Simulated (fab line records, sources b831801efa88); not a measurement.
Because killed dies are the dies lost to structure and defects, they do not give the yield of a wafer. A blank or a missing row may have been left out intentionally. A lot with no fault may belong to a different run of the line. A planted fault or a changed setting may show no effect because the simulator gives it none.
Lot-split experiment :: flow sky130 :: route with 708 steps; 5 lots, 23 wafers read

ABOUT THE SPLIT
At SKY_SD_N_EXPOSE_04 (exposes mask NSDM, target cd 380 nm), the setting dose_mj was moved away from the recipe's 141 on 10 of the 23 wafers read, by -4.3% to +5.2%. The other wafers ran this setting at the recipe's value.

FROM THE SPLIT TO THE READING: what the file shows between them, 2 steps
- SKY_SD_N_PEB_05
- SKY_SD_N_DEVELOP_06: develop time 60 s

THE READING
Shown in nm: cd_nm at SKY_SD_N_CD_MEAS_07, with target cd 380 nm. A value of 379.3 nm with a standard deviation of 2.4 nm is what fault-free wafers of this fab line usually give.

wafer: L075.1
tool, chamber at the split: iline_stepper-02, 0
dose_mj as run: 143.9
against the recipe: +2.1%
cd_nm, nm: 383.2
against lot-mates on the recipe: +6.0

wafer: L075.2
tool, chamber at the split: iline_stepper-02, 0
dose_mj as run: 143.9
against the recipe: +2.1%
cd_nm, nm: 382.4
against lot-mates on the recipe: +5.2

wafer: L075.4
tool, chamber at the split: iline_stepper-02, 0
dose_mj as run: 141
against the recipe: recipe
cd_nm, nm: 375.4
against lot-mates on the recipe: -

wafer: L075.5
tool, chamber at the split: iline_stepper-02, 0
dose_mj as run: 143.9
against the recipe: +2.1%
cd_nm, nm: 384.3
against lot-mates on the recipe: +7.1

wafer: L075.6
tool, chamber at the split: iline_stepper-02, 0
dose_mj as run: 141
against the recipe: recipe
cd_nm, nm: 379.0
against lot-mates on the recipe: -

wafer: L078.1
tool, chamber at the split: iline_stepper-01, 0
dose_mj as run: 141
against the recipe: recipe
cd_nm, nm: 379.1
against lot-mates on the recipe: -

wafer: L078.4
tool, chamber at the split: iline_stepper-01, 0
dose_mj as run: 141
against the recipe: recipe
cd_nm, nm: 379.2
against lot-mates on the recipe: -

wafer: L078.6
tool, chamber at the split: iline_stepper-01, 0
dose_mj as run: 141
against the recipe: recipe
cd_nm, nm: 378.6
against lot-mates on the recipe: -

wafer: L079.1
tool, chamber at the split: iline_stepper-02, 0
dose_mj as run: 145.4
against the recipe: +3.1%
cd_nm, nm: 389.1
against lot-mates on the recipe: +8.3

wafer: L079.3
tool, chamber at the split: iline_stepper-02, 0
dose_mj as run: 145.4
against the recipe: +3.1%
cd_nm, nm: 390.5
against lot-mates on the recipe: +9.7

wafer: L079.4
tool, chamber at the split: iline_stepper-02, 0
dose_mj as run: 145.4
against the recipe: +3.1%
cd_nm, nm: 390.8
against lot-mates on the recipe: +10.0

wafer: L079.5
tool, chamber at the split: iline_stepper-02, 0
dose_mj as run: 141
against the recipe: recipe
cd_nm, nm: 380.3
against lot-mates on the recipe: -

wafer: L079.6
tool, chamber at the split: iline_stepper-02, 0
dose_mj as run: 141
against the recipe: recipe
cd_nm, nm: 381.3
against lot-mates on the recipe: -

wafer: L084.1
tool, chamber at the split: iline_stepper-01, 0
dose_mj as run: 141
against the recipe: recipe
cd_nm, nm: 381.4
against lot-mates on the recipe: -

wafer: L084.3
tool, chamber at the split: iline_stepper-01, 0
dose_mj as run: 148.3
against the recipe: +5.2%
cd_nm, nm: 394.2
against lot-mates on the recipe: +14.4

wafer: L084.4
tool, chamber at the split: iline_stepper-01, 0
dose_mj as run: 141
against the recipe: recipe
cd_nm, nm: 380.1
against lot-mates on the recipe: -

wafer: L084.5
tool, chamber at the split: iline_stepper-01, 0
dose_mj as run: 141
against the recipe: recipe
cd_nm, nm: 377.9
against lot-mates on the recipe: -

wafer: L084.6
tool, chamber at the split: iline_stepper-01, 0
dose_mj as run: 148.3
against the recipe: +5.2%
cd_nm, nm: 395.7
against lot-mates on the recipe: +15.9

wafer: L085.1
tool, chamber at the split: iline_stepper-01, 0
dose_mj as run: 141
against the recipe: recipe
cd_nm, nm: 382.3
against lot-mates on the recipe: -

wafer: L085.2
tool, chamber at the split: iline_stepper-01, 0
dose_mj as run: 134.9
against the recipe: -4.3%
cd_nm, nm: 368.3
against lot-mates on the recipe: -14.7

wafer: L085.3
tool, chamber at the split: iline_stepper-01, 0
dose_mj as run: 141
against the recipe: recipe
cd_nm, nm: 382.9
against lot-mates on the recipe: -

wafer: L085.4
tool, chamber at the split: iline_stepper-01, 0
dose_mj as run: 141
against the recipe: recipe
cd_nm, nm: 383.8
against lot-mates on the recipe: -

wafer: L085.6
tool, chamber at the split: iline_stepper-01, 0
dose_mj as run: 134.9
against the recipe: -4.3%
cd_nm, nm: 367.2
against lot-mates on the recipe: -15.8

FIT RESULTS
A straight line over all 23 wafers: cd_nm changes by +2.84 nm for each +1% of dose_mj; r = +0.96; the points scatter about the line by 2.1 nm.
The same after taking each lot's own level away (the mean of its wafers on the recipe; 23 wafers): +3.16 nm for each +1%; r = +0.99; scatter 1.1 nm.
According to that fit, moving dose_mj by its largest amount changes the reading by 16 nm.
The span of the lots' own levels, 377.20 to 383.00 nm, comes to 2.4 times the standard deviation stated above.
So the lot-to-lot level changes the slope: the two fits differ.
Check: for one of the wafers moved furthest among these (+5.2%), held out of the fit, the line's prediction against its lot-mates is +16.4 nm. Against them it came out at +14.4 nm.

OTHER SPLITS APPLIED TO THESE WAFERS
Note: prior to the reading, these wafers also went through further splits. Each is held against what the fit with the lots' levels taken away leaves over:
other split on the same wafers: SKY_POLY_GATE_ETCH_17 icp_w
wafers away from the commonest value: 9
r with cd_nm (lot level and that fit taken away): -0.09

other split on the same wafers: SKY_LDD_P_DEVELOP_06 develop_time_s
wafers away from the commonest value: 8
r with cd_nm (lot level and that fit taken away): +0.09

other split on the same wafers: SKY_LDD_P_IMPLANT_09 dose_cm2
wafers away from the commonest value: 11
r with cd_nm (lot level and that fit taken away): +0.34

other split on the same wafers: SKY_LDD_LDN_COAT_02 resist_thk_nm
wafers away from the commonest value: 6
r with cd_nm (lot level and that fit taken away): +0.47

other split on the same wafers: SKY_LDD_LDN_IMPLANT_09 energy_kev
wafers away from the commonest value: 11
r with cd_nm (lot level and that fit taken away): +0.11

other split on the same wafers: SKY_POLY_CUT_COAT_03 resist_thk_nm
wafers away from the commonest value: 6
r with cd_nm (lot level and that fit taken away): -0.14

other split on the same wafers: SKY_POLY_CUT_ETCH_11 source_w
wafers away from the commonest value: 6
r with cd_nm (lot level and that fit taken away): -0.28

other split on the same wafers: SKY_SD_P_IMPLANT_09 energy_kev
wafers away from the commonest value: 4
r with cd_nm (lot level and that fit taken away): -0.25

THE FILE'S OWN FIT
cd_nm changes by +3.13 nm for each +1% of dose_mj, r = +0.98.
